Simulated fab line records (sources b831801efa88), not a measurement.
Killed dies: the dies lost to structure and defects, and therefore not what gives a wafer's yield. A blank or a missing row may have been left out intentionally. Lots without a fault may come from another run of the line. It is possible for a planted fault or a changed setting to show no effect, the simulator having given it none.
fab line records	flow sfq_line
record lots=6	wafers=18	last_day=86
route steps=325 shown I0@47 M1@58 I1@73 M2@88 M8@325
lots that met no fault: taken from a fault-free run of the same line
start_h: hours from the record's opening day to when the first of the lot's shown wafers began	wait_h: hours from the lot's prior step to this one	" unchanged from the row above	L1.1+2: several wafers, shown together as one row	- either no value or no given start	* or withheld: withheld	< > ~ a bound
route shown NAME@n: a module of which the file shows steps, and the number in the route of the first	usual: mean/standard deviation of fault-free wafers	same: alike in all rows	chamber/n: place in a boat	sites: each site's reading	_std_site: the standard deviation of these	_edge_site: outer sites' mean less inner sites'	radius_mm: how far each site lies from the wafer's centre	mask NAME#n: copy n	behind: the last tool/chamber to shape the wafer	hold: why the lot was held/for how many hours/how that ended	device: the transistor (n, p or np) that didn't switch	end of line: tests of these same wafers at the route's end	step lacking rows: just its recipe	killed: dies that structure and defects cost at the first sort, which is not the same as the wafer's yield	map: shows each die of a wafer: x if killed, . if not, _ if none is there
set.NAME: the run value of the setting; set.NAME@STEP: its run value at that earlier step	model.NAME: the simulator's own value behind a step, which no gauge read
certain route steps with their lots: each step a table, each wafer a row
services: the hour from which a tool's chamber was out of use, counted from the record's first day as start_h (under 0 if before that day), plus the number of hours and why
## steps
# step SFQ_TRILAYER_I0_VIA_LITHO_COAT_036
# recipe resist=BARC	spin_rpm=3000	resist_thk_nm=62
# step SFQ_TRILAYER_I0_VIA_LITHO_COAT_031
# recipe resist=KrF	spin_rpm=3000	resist_thk_nm=650
# step SFQ_TRILAYER_I0_VIA_LITHO_SOFTBAKE_035
# recipe temp_c=withheld	time_s=withheld	resist=KrF
# step SFQ_TRILAYER_I0_VIA_LITHO_EXPOSE_032
# recipe mask_id=I0	na=0.6	source_shape=conventional	sigma_outer=0.65	target_cd_nm=500	dose_mj=21.3
# step SFQ_TRILAYER_I0_VIA_LITHO_PEB_034
# recipe peb_temp_c=115	peb_time_s=60	resist=KrF
# step SFQ_TRILAYER_I0_VIA_LITHO_DEVELOP_033
# recipe time_s=60	resist=KrF
# step SFQ_I0_OVL_MEAS_908
# usual I0_OVL=0/6
lot.wafer	tool	chamber	start_h	wait_h	I0_OVL[nm]
L580.2	overlay-02	-	460.75	0.1	10
L580.3	"	-	"	"	2
L580.5	"	-	"	"	-3
L582.1	overlay-02	-	481.27	0.1	-5
L582.4	"	-	"	"	2
L582.6	"	-	"	"	1
L587.2	overlay-01	-	540.28	0.1	-2
L587.3	"	-	"	"	-7
L587.4	"	-	"	"	-2
L589.4	overlay-01	-	564.29	0.1	3
L589.5	"	-	"	"	4
L589.6	"	-	"	"	9
L591.2	overlay-02	-	588.51	0.1	-3
L591.4	"	-	"	"	-1
L591.5	"	-	"	"	2
L593.1	overlay-01	-	598.10	0.1	10
L593.2	"	-	"	"	6
L593.5	"	-	"	"	4
# step SFQ_TRILAYER_I0_VIA_BARC_OPEN_VIA_ETCH_046
# recipe mask_material=PR	chemistry=O2	target_depth_nm=125	target=BARC	source_w=500	bias_w=80	pressure_mtorr=30	time_s=41.7
# step SFQ_TRILAYER_I0_VIA_ETCH_VIA_ETCH_034
# recipe target=SiO2	stop_on=Nb	mask_material=PR	taper_deg=20	chemistry=CHF3	target_depth_nm=260	source_w=500	bias_w=80	pressure_mtorr=30	time_s=withheld
# usual drypump_motor_current_A=5.8/0.55	oes_product_au=0.854/0.0049
lot.wafer	tool	chamber	start_h	wait_h	drypump_motor_current_A	oes_product_au
L580.2	rie_diel-01	0	460.82	0.0	5.4	0.846
L580.3	"	1	"	"	5.0	0.847
L580.5	"	1	"	"	5.0	0.852
L582.1	rie_diel-01	0	481.35	0.0	5.5	0.850
L582.4	"	3	"	"	6.1	0.855
L582.6	"	1	"	"	5.0	0.853
L587.2	rie_diel-02	3	540.35	0.0	5.7	0.853
L587.3	"	1	"	"	4.8	0.850
L587.4	"	0	"	"	6.0	0.852
L589.4	rie_diel-02	0	564.41	0.1	6.0	0.857
L589.5	"	2	"	"	6.3	0.856
L589.6	"	1	"	"	4.8	0.862
L591.2	rie_diel-01	2	588.58	0.0	5.8	0.855
L591.4	"	0	"	"	5.4	0.860
L591.5	"	2	"	"	5.8	0.853
L593.1	rie_diel-03	3	598.18	0.0	5.9	0.853
L593.2	"	1	"	"	6.8	0.857
L593.5	"	0	"	"	6.1	0.852
# step SFQ_TRILAYER_I0_VIA_STRIP_STRIP_035
# recipe gas=O2	power_w=200	platen_temp_c=40	overash_fraction=0.65	chemistry=O2	pressure_mtorr=50
# usual drypump_motor_current_A=5.61/0.29	oes_product_au=0.998/0.0089
lot.wafer	tool	chamber	start_h	wait_h	drypump_motor_current_A	oes_product_au	rf_hours_counter_h
L580.2	rie_metal-01	1	460.93	-	5.95	0.990	52
L580.3	"	0	"	"	5.21	0.990	-
L580.5	"	1	"	"	5.97	0.992	-
L582.1	rie_metal-04	0	481.46	-	5.59	0.999	32
L582.4	"	1	"	"	5.67	1.002	-
L582.6	"	0	"	"	5.57	1.008	-
L587.2	rie_metal-04	1	540.46	-	5.67	0.988	29
L587.3	"	0	"	"	5.60	0.996	-
L587.4	"	1	"	"	5.66	0.991	-
L589.4	rie_metal-01	1	564.66	-	6.00	1.003	-
L589.5	"	0	"	"	5.20	0.987	-
L589.6	"	1	"	"	5.96	1.000	-
L591.2	rie_metal-01	0	588.69	-	5.23	0.980	53
L591.4	"	1	"	"	5.97	0.993	-
L591.5	"	1	"	"	5.97	0.991	-
L593.1	rie_metal-04	0	598.29	-	5.58	1.006	47
L593.2	"	1	"	"	5.66	1.014	37
L593.5	"	0	"	"	5.61	1.014	-
# step SFQ_TRILAYER_I0_VIA_STRIP_SOLV_CLEAN_036
# recipe chemistry=NMP	temp_c=70	time_s=600
# step SFQ_TRILAYER_M1_DEP_PRE_CLEAN_038
# recipe gas=Ar	time_s=22.5	bias_v=250
# step SFQ_TRILAYER_M1_DEP_SPUTTER_037
# recipe material=Nb	base_pressure_pa=1.33e-06	chamber_pressure_pa=0.1333	substrate_temp_c=20	resputter_cathode_voltage_v=400	target_thk_nm=200	power_w=2000	time_s=133.3
# usual throttle_valve_pct=30.1/0.67
lot.wafer	tool	chamber	start_h	wait_h	throttle_valve_pct	model.Nb_of_TRILAYER_M1_DEP_SPUTTER_037.thk_nm
L580.2	pvd_sputter-03	-	461.74	0.0	30.7	331.1
L580.3	"	-	"	"	31.1	198.7
L580.5	"	-	"	"	30.8	199.6
L582.1	pvd_sputter-03	-	482.26	0.0	30.6	200.7
L582.4	"	-	"	"	30.8	201.6
L582.6	"	-	"	"	31.3	334.6
L587.2	pvd_sputter-04	-	541.27	0.0	29.1	195.4
L587.3	"	-	"	"	30.7	196.6
L587.4	"	-	"	"	30.4	200.1
L589.4	pvd_sputter-03	-	565.27	0.0	30.5	202.2
L589.5	"	-	"	"	30.6	201.9
L589.6	"	-	"	"	31.0	202.2
L591.2	pvd_sputter-05	-	589.50	0.0	30.4	198.3
L591.4	"	-	"	"	29.4	199.2
L591.5	"	-	"	"	29.7	199.7
L593.1	pvd_sputter-04	-	599.10	0.0	30.4	201.3
L593.2	"	-	"	"	30.7	200.9
L593.5	"	-	"	"	30.9	200.5
# step SFQ_M1_RS_MEAS_909
# recipe thk_meas_gauge=four-point-probe	reads=Nb_of_TRILAYER_M1_DEP_SPUTTER_037
# usual M1_NB_RS=0.889/0.0093
lot.wafer	tool	chamber	start_h	wait_h	M1_NB_RS[ohm/sq]
L580.2	film_metro-01	-	461.85	0.1	0.535
L580.3	"	-	"	"	0.896
L580.5	"	-	"	"	0.891
L582.1	film_metro-04	-	482.35	0.0	0.886
L582.4	"	-	"	"	0.883
L582.6	"	-	"	"	0.528
L587.2	film_metro-03	-	541.38	0.1	0.910
L587.3	"	-	"	"	0.906
L587.4	"	-	"	"	0.890
L589.4	film_metro-04	-	565.42	0.1	0.878
L589.5	"	-	"	"	0.880
L589.6	"	-	"	"	0.881
L591.2	film_metro-01	-	589.61	0.1	0.897
L591.4	"	-	"	"	0.894
L591.5	"	-	"	"	0.892
L593.1	film_metro-01	-	599.19	0.0	0.883
L593.2	"	-	"	"	0.886
L593.5	"	-	"	"	0.888
# step SFQ_TRILAYER_M1_LITHO_COAT_044
# recipe resist=BARC	spin_rpm=3000	resist_thk_nm=62
# step SFQ_TRILAYER_M1_LITHO_COAT_039
# recipe resist=KrF	spin_rpm=3000	resist_thk_nm=600
# step SFQ_TRILAYER_M1_LITHO_SOFTBAKE_043
# recipe temp_c=withheld	time_s=withheld	resist=KrF
# step SFQ_TRILAYER_M1_LITHO_EXPOSE_040
# recipe mask_id=M1	na=0.6	source_shape=conventional	sigma_outer=0.65	target_cd_nm=500	dose_mj=14.4
# step SFQ_TRILAYER_M1_LITHO_PEB_042
# recipe peb_temp_c=115	peb_time_s=60	resist=KrF
# step SFQ_TRILAYER_M1_LITHO_DEVELOP_041
# recipe time_s=60	resist=KrF
# step SFQ_M1_OVL_MEAS_911
# usual M1_OVL=0/5.8
lot.wafer	tool	chamber	start_h	wait_h	M1_OVL[nm]
L580.2	overlay-01	-	617.31	0.1	6
L580.3	"	-	"	"	6
L580.5	"	-	"	"	5
L582.1	overlay-01	-	636.72	0.1	-15
L582.4	"	-	"	"	-6
L582.6	"	-	"	"	-9
L587.2	overlay-02	-	678.43	0.1	0
L587.3	"	-	"	"	8
L587.4	"	-	"	"	3
L589.4	overlay-02	-	698.84	0.1	4
L589.5	"	-	"	"	2
L589.6	"	-	"	"	5
L591.2	overlay-01	-	725.23	0.1	-2
L591.4	"	-	"	"	2
L591.5	"	-	"	"	0
L593.1	overlay-01	-	740.82	0.1	7
L593.2	"	-	"	"	-1
L593.5	"	-	"	"	5
# step SFQ_TRILAYER_M1_BARC_OPEN_METAL_ETCH_054
# recipe mask_material=PR	chemistry=O2	target_depth_nm=125	target=BARC	icp_w=600	bias_w=80	pressure_mtorr=10	time_s=41.7
# step SFQ_TRILAYER_M1_ETCH_METAL_ETCH_042
# recipe target=Nb	stop_on=SiO2	mask_material=PR	chemistry=Cl2/Ar	target_depth_nm=240	icp_w=600	bias_w=80	pressure_mtorr=10	time_s=120
# usual drypump_motor_current_A=5.6/0.52	oes_product_au=0.894/0.0075
lot.wafer	tool	chamber	start_h	wait_h	drypump_motor_current_A	oes_product_au	rf_hours_counter_h
L580.2	rie_metal-04	1	617.40	0.0	5.7	1.005	39
L580.3	"	1	"	"	5.7	0.892	-
L580.5	"	0	"	"	5.6	0.892	-
L582.1	rie_metal-04	1	636.82	0.0	5.7	0.892	42
L582.4	"	1	"	"	5.7	0.895	-
L582.6	"	1	"	"	5.7	0.994	-
L587.2	rie_metal-04	0	678.52	0.0	5.6	0.882	57
L587.3	"	1	"	"	5.7	0.885	-
L587.4	"	0	"	"	5.6	0.900	-
L589.4	rie_metal-03	0	698.96	0.1	6.1	0.908	-
L589.5	"	1	"	"	4.8	0.883	-
L589.6	"	0	"	"	6.1	0.887	-
L591.2	rie_metal-03	1	725.32	0.0	4.8	0.880	146
L591.4	"	0	"	"	6.2	0.890	-
L591.5	"	0	"	"	6.2	0.894	-
L593.1	rie_metal-03	0	740.92	0.0	6.2	0.905	39
L593.2	"	1	"	"	4.8	0.900	148
L593.5	"	0	"	"	6.2	0.889	-
# step SFQ_TRILAYER_M1_STRIP_STRIP_043
# recipe gas=O2	power_w=200	platen_temp_c=40	overash_fraction=0.65	chemistry=O2	pressure_mtorr=50
# usual drypump_motor_current_A=5.6/0.52	oes_product_au=1.000/0.0086
lot.wafer	tool	chamber	start_h	wait_h	drypump_motor_current_A	oes_product_au	rf_hours_counter_h
L580.2	rie_metal-04	1	617.53	0.1	5.7	0.997	39
L580.3	"	1	"	"	5.7	1.008	-
L580.5	"	0	"	"	5.6	1.004	-
L582.1	rie_metal-04	1	636.94	0.1	5.7	1.003	42
L582.4	"	1	"	"	5.7	0.995	-
L582.6	"	1	"	"	5.7	0.995	-
L587.2	rie_metal-04	0	678.64	0.1	5.5	0.993	57
L587.3	"	1	"	"	5.7	0.999	-
L587.4	"	0	"	"	5.6	0.995	-
L589.4	rie_metal-03	0	699.24	0.2	6.2	1.009	-
L589.5	"	1	"	"	4.8	1.009	-
L589.6	"	0	"	"	6.2	1.007	-
L591.2	rie_metal-03	1	725.44	0.1	4.8	0.998	146
L591.4	"	0	"	"	6.2	0.991	-
L591.5	"	0	"	"	6.2	0.997	-
L593.1	rie_metal-03	0	741.04	0.1	6.1	1.004	39
L593.2	"	1	"	"	4.8	1.009	148
L593.5	"	0	"	"	6.1	1.004	-
# step SFQ_TRILAYER_M1_STRIP_SOLV_CLEAN_044
# recipe chemistry=NMP	temp_c=70	time_s=600
# step SFQ_TRILAYER_I1_DEP_PECVD_045
# recipe material=SiO2	temp_c=150	time_s=111.11	pressure_torr=2.4	rf_w=183.3	precursor=SiH4/N2O	target_thk_nm=500
# usual heater_power_w=85/19	throttle_valve_pct=24.7/1
lot.wafer	tool	chamber	start_h	wait_h	heater_power_w	throttle_valve_pct
L580.2	pecvd-03	0	618.30	0.0	72	23.7
L580.3	"	2	"	"	123	23.1
L580.5	"	1	"	"	71	25.3
L582.1	pecvd-03	0	637.72	0.0	73	23.7
L582.4	"	0	"	"	57	23.6
L582.6	"	2	"	"	113	23.3
L587.2	pecvd-03	2	679.42	0.0	127	23.2
L587.3	"	0	"	"	73	23.9
L587.4	"	0	"	"	59	23.5
L589.4	pecvd-02	1	699.86	0.0	86	26.4
L589.5	"	0	"	"	95	24.9
L589.6	"	2	"	"	77	24.5
L591.2	pecvd-03	1	726.22	0.0	66	25.3
L591.4	"	1	"	"	70	26.1
L591.5	"	2	"	"	122	23.8
L593.1	pecvd-03	2	741.82	0.0	123	23.3
L593.2	"	1	"	"	60	25.8
L593.5	"	1	"	"	65	25.9
# step SFQ_TRILAYER_I1_CMP_CMP_046
# recipe material=SiO2	down_force_psi=3	platen_rpm=60	pad_velocity_m_s=0.94248
# usual motor_current_A=10.2/1	time_to_endpoint_s=213/7.1
lot.wafer	tool	chamber	start_h	wait_h	motor_current_A	time_to_endpoint_s
L580.3	cmp-02	3	624.10	5.8	10.9	205
L580.2	"	0	"	"	9.1	210
L580.5	"	0	626.60	8.2	9.0	212
L582.1	cmp-02	1	640.28	2.5	10.6	214
L582.4	"	3	641.28	3.5	10.6	224
L582.6	"	1	642.28	4.5	10.5	221
L587.3	cmp-02	1	682.41	3.0	10.6	212
L587.2	"	2	"	"	11.2	204
L587.4	"	0	683.91	4.4	9.2	218
L589.4	cmp-02	2	703.59	3.7	10.8	203
L589.5	"	1	705.09	5.2	10.6	223
L589.6	"	2	"	"	11.0	203
L591.2	cmp-02	2	726.30	0.0	12.1	205
L591.4	"	0	727.30	1.0	8.8	220
L591.5	"	3	728.80	2.5	10.9	219
L593.2	cmp-02	1	741.94	0.1	10.4	209
L593.1	"	2	"	"	10.9	215
L593.5	"	1	743.94	2.0	11.1	215
# step SFQ_I1_BOW_MEAS_912
# recipe mode=bow
# usual I1_BOW=3/8
lot.wafer	tool	chamber	start_h	wait_h	I1_BOW[um]
L580.2	film_metro-04	-	627.12	2.0	11
L580.3	"	-	"	"	-8
L580.5	"	-	"	"	3
L582.1	film_metro-02	-	642.78	2.0	1
L582.4	"	-	"	"	-4
L582.6	"	-	"	"	14
L587.2	film_metro-01	-	685.43	2.0	13
L587.3	"	-	"	"	8
L587.4	"	-	"	"	24
L589.4	film_metro-01	-	706.15	2.1	-5
L589.5	"	-	"	"	0
L589.6	"	-	"	"	6
L591.2	film_metro-01	-	729.32	2.5	-9
L591.4	"	-	"	"	-5
L591.5	"	-	"	"	8
L593.1	film_metro-02	-	744.94	2.0	6
L593.2	"	-	"	"	13
L593.5	"	-	"	"	13
# step SFQ_TRILAYER_I1_METRO_MEASURE_047
# step SFQ_TRILAYER_I1_VIA_LITHO_COAT_054
# recipe resist=BARC	spin_rpm=3000	resist_thk_nm=62
# step SFQ_TRILAYER_I1_VIA_LITHO_COAT_049
# recipe resist=KrF	spin_rpm=3000	resist_thk_nm=650
# step SFQ_TRILAYER_I1_VIA_LITHO_SOFTBAKE_053
# recipe temp_c=withheld	time_s=withheld	resist=KrF
# step SFQ_TRILAYER_I1_VIA_LITHO_EXPOSE_050
# recipe mask_id=I1	na=0.6	source_shape=conventional	sigma_outer=0.65	target_cd_nm=500	dose_mj=21.3
# step SFQ_TRILAYER_I1_VIA_LITHO_PEB_052
# recipe peb_temp_c=115	peb_time_s=60	resist=KrF
# step SFQ_TRILAYER_I1_VIA_LITHO_DEVELOP_051
# recipe time_s=60	resist=KrF
# step SFQ_I1_OVL_MEAS_913
# usual I1_OVL=0/5.7
lot.wafer	tool	chamber	start_h	wait_h	I1_OVL[nm]
L580.2	overlay-01	-	769.79	0.1	1
L580.3	"	-	"	"	4
L580.5	"	-	"	"	0
L582.1	overlay-02	-	790.18	0.1	-4
L582.4	"	-	"	"	-5
L582.6	"	-	"	"	-7
L587.2	overlay-01	-	828.64	0.1	-12
L587.3	"	-	"	"	-7
L587.4	"	-	"	"	-14
L589.4	overlay-02	-	845.00	0.1	-10
L589.5	"	-	"	"	-10
L589.6	"	-	"	"	-8
L591.2	overlay-02	-	870.32	0.1	-8
L591.4	"	-	"	"	1
L591.5	"	-	"	"	0
L593.1	overlay-02	-	884.71	0.1	8
L593.2	"	-	"	"	7
L593.5	"	-	"	"	10
# step SFQ_TRILAYER_I1_VIA_BARC_OPEN_VIA_ETCH_071
# recipe mask_material=PR	chemistry=O2	target_depth_nm=125	target=BARC	source_w=500	bias_w=80	pressure_mtorr=30	time_s=41.7
# step SFQ_TRILAYER_I1_VIA_ETCH_VIA_ETCH_052
# recipe target=SiO2	stop_on=Nb	mask_material=PR	taper_deg=20	chemistry=CHF3	target_depth_nm=260	source_w=500	bias_w=80	pressure_mtorr=30	time_s=withheld
# step SFQ_TRILAYER_I1_VIA_STRIP_STRIP_053
# recipe gas=O2	power_w=200	platen_temp_c=40	overash_fraction=0.65	chemistry=O2	pressure_mtorr=50
# step SFQ_TRILAYER_I1_VIA_STRIP_SOLV_CLEAN_054
# recipe chemistry=NMP	temp_c=70	time_s=600
# step SFQ_TRILAYER_M2_DEP_PRE_CLEAN_056
# recipe gas=Ar	time_s=22.5	bias_v=250
# step SFQ_M8_BOW_MEAS_951
# recipe mode=bow
# usual M8_BOW=9/8.9
lot.wafer	tool	chamber	start_h	wait_h	M8_BOW[um]	model.etest.m1.comb_log10_ohm	model.etest.m1.ohm_sq
L580.2	film_metro-04	-	2016.26	0.0	15	0	0.5379
L580.3	"	-	"	"	-4	12	0.8963
L580.5	"	-	"	"	6	12	0.8923
L582.1	film_metro-02	-	2023.44	0.0	7	12	0.8871
L582.4	"	-	"	"	1	12	0.8834
L582.6	"	-	"	"	19	0	0.5322
L587.2	film_metro-03	-	2036.66	0.0	12	12	0.9114
L587.3	"	-	"	"	7	12	0.9059
L587.4	"	-	"	"	21	12	0.8898
L589.4	film_metro-02	-	2043.90	0.1	5	12	0.8805
L589.5	"	-	"	"	9	12	0.8821
L589.6	"	-	"	"	16	12	0.8808
L591.2	film_metro-03	-	2054.86	0.0	2	12	0.898
L591.4	"	-	"	"	6	12	0.8937
L591.5	"	-	"	"	18	12	0.8918
L593.1	film_metro-04	-	2059.64	0.0	21	12	0.8846
L593.2	"	-	"	"	27	12	0.8866
L593.5	"	-	"	"	27	12	0.8881
## services
tool	chamber	start_h	hours	kind
rie_diel-01	1	443.63	5.3	repair
rie_metal-04	0	447.78	16.8	repair
rie_metal-03	0	449.70	6.4	repair
pecvd-03	0	450.56	9.0	repair
rie_metal-04	-	459.76	2.8	pm
rie_metal-01	1	469.18	1.5	repair
cmp-02	-	478.83	3.5	repair
pecvd-03	-	496.28	2.0	repair
pecvd-03	-	498.29	2.8	pm
pecvd-03	1	500.40	19.9	repair
rie_diel-01	3	508.11	8.9	repair
pecvd-03	2	510.62	4.5	repair
pecvd-03	-	534.21	3.0	repair
cmp-02	-	552.68	0.4	repair
rie_metal-01	1	566.09	3.0	repair
rie_metal-04	0	590.58	6.5	repair
rie_metal-01	-	637.56	1.4	pm
cmp-02	-	672.31	1.1	repair
cmp-02	-	688.41	4.9	pm
pecvd-03	-	690.57	5.7	repair
pecvd-03	1	691.68	6.0	repair
rie_metal-04	-	714.82	14.6	pm
cmp-02	-	723.68	1.3	repair
pecvd-03	0	738.84	6.2	repair
## key
first_sign step=SFQ_M1_RS_MEAS_909	reading=M1_NB_RS	direction=down	sigmas=39	usual=0.889	struck=0.531
effect step=SFQ_TRILAYER_M1_ETCH_METAL_ETCH_042	reading=oes_product_au	direction=up	sigmas=14	usual=0.894	struck=0.999
model_effect step=SFQ_TRILAYER_M1_DEP_SPUTTER_037	value=Nb_of_TRILAYER_M1_DEP_SPUTTER_037.thk_nm	without=199.8	struck=332.8
model_effect step=SFQ_M8_BOW_MEAS_951	value=etest.m1.comb_log10_ohm	without=12	struck=0
met_at SFQ_TRILAYER_M1_DEP_SPUTTER_037
struck_wafers L580.2,L582.6
fault kind=process_parameter_drift	tool=pvd_sputter-03	chamber=-	onset_h=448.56	steps=SFQ_TRILAYER_M1_DEP_SPUTTER_037	channel=time_s	offset=*	shape=step	end_h=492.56	scope=struck_wafers_only	acts_in=*	stated=*
